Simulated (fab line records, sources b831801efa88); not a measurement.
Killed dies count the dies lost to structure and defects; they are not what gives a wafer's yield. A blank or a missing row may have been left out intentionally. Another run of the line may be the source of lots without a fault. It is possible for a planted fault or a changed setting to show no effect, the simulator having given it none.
Which tool was responsible? / flow sky130 / 33 wafers from 11 lots sampled at 2 of the route's 708 steps

== WHAT EACH GAUGE READ, for each wafer ==
SKY_LI_CONTACT_CD_MEAS_12: the cd target is 170 nm.
lot=L475; measured=day 29 15:08; on=cd-sem-02; cd-nm (nm)=168.0 167.3 168.4
lot=L474; measured=day 29 18:42; on=cd-sem-01; cd-nm (nm)=171.1 171.5 172.0
lot=L481; measured=day 32 05:26; on=cd-sem-02; cd-nm (nm)=168.6 170.7 170.3
lot=L482; measured=day 33 03:07; on=cd-sem-01; cd-nm (nm)=168.5 168.0 168.8
lot=L484; measured=day 33 09:02; on=cd-sem-02; cd-nm (nm)=172.0 172.8 172.6
lot=L487; measured=day 34 08:09; on=cd-sem-02; cd-nm (nm)=169.2 169.0 169.4
lot=L489; measured=day 34 14:31; on=cd-sem-01; cd-nm (nm)=169.0 169.9 169.3
lot=L490; measured=day 34 20:49; on=cd-sem-01; cd-nm (nm)=173.8 174.0 174.1
lot=L492; measured=day 35 04:43; on=cd-sem-01; cd-nm (nm)=170.9 168.7 169.3
lot=L493; measured=day 35 09:01; on=cd-sem-02; cd-nm (nm)=170.7 172.2 172.6
lot=L497; measured=day 36 10:31; on=cd-sem-02; cd-nm (nm)=173.6 173.6 172.5

== TOOL THAT RAN EACH LOT (tool first, then ch and the chambers of the sampled wafers, then the start) ==
lot=L475; SKY_POLY_CUT_ETCH_11=rie-diel-04 ch 0,1, day 24 17:59
lot=L474; SKY_POLY_CUT_ETCH_11=rie-diel-04 ch 0,1,2, day 24 22:00
lot=L481; SKY_POLY_CUT_ETCH_11=rie-diel-04 ch 0,2, day 27 09:52
lot=L482; SKY_POLY_CUT_ETCH_11=rie-diel-02 ch 1,3, day 28 10:12
lot=L484; SKY_POLY_CUT_ETCH_11=rie-diel-02 ch 0,3, day 28 13:29
lot=L487; SKY_POLY_CUT_ETCH_11=rie-diel-04 ch 0,3, day 29 15:18
lot=L489; SKY_POLY_CUT_ETCH_11=rie-diel-03 ch 0,1,3, day 29 21:46
lot=L490; SKY_POLY_CUT_ETCH_11=rie-diel-03 ch 0,2,3, day 30 04:19
lot=L492; SKY_POLY_CUT_ETCH_11=rie-diel-04 ch 1,3, day 30 16:12
lot=L493; SKY_POLY_CUT_ETCH_11=rie-diel-03 ch 0,1, day 30 18:58
lot=L497; SKY_POLY_CUT_ETCH_11=rie-diel-03 ch 0,1,2, day 31 20:21
- SKY_POLY_CUT_ETCH_11: etches Si3N4 in CF4/CH2F2/Ar, stops on poly-Si, time 42.5 s, target depth 60 nm.

== THE ANSWER, worked out from the rows above alone ==
Rule: what is usual is taken from the lots themselves. Put in order of their means at a reading, lots are off if they are a third of the lots or fewer, leave a main group of 4 or more, and stand apart from it by a gap of 3 or more times the standard deviation of the main group's means; of several such gaps the widest counts. Not used: any main group whose means are identical at the precision the tables above print for the reading. Also off: a lot with no number at a reading for which 4 or more lots have one. Any other lot the step has rows for is counted as sound.
Nothing can be told from this: no lot is off at any reading shown.

== WHAT THE SIMULATOR HAD INSERTED ==
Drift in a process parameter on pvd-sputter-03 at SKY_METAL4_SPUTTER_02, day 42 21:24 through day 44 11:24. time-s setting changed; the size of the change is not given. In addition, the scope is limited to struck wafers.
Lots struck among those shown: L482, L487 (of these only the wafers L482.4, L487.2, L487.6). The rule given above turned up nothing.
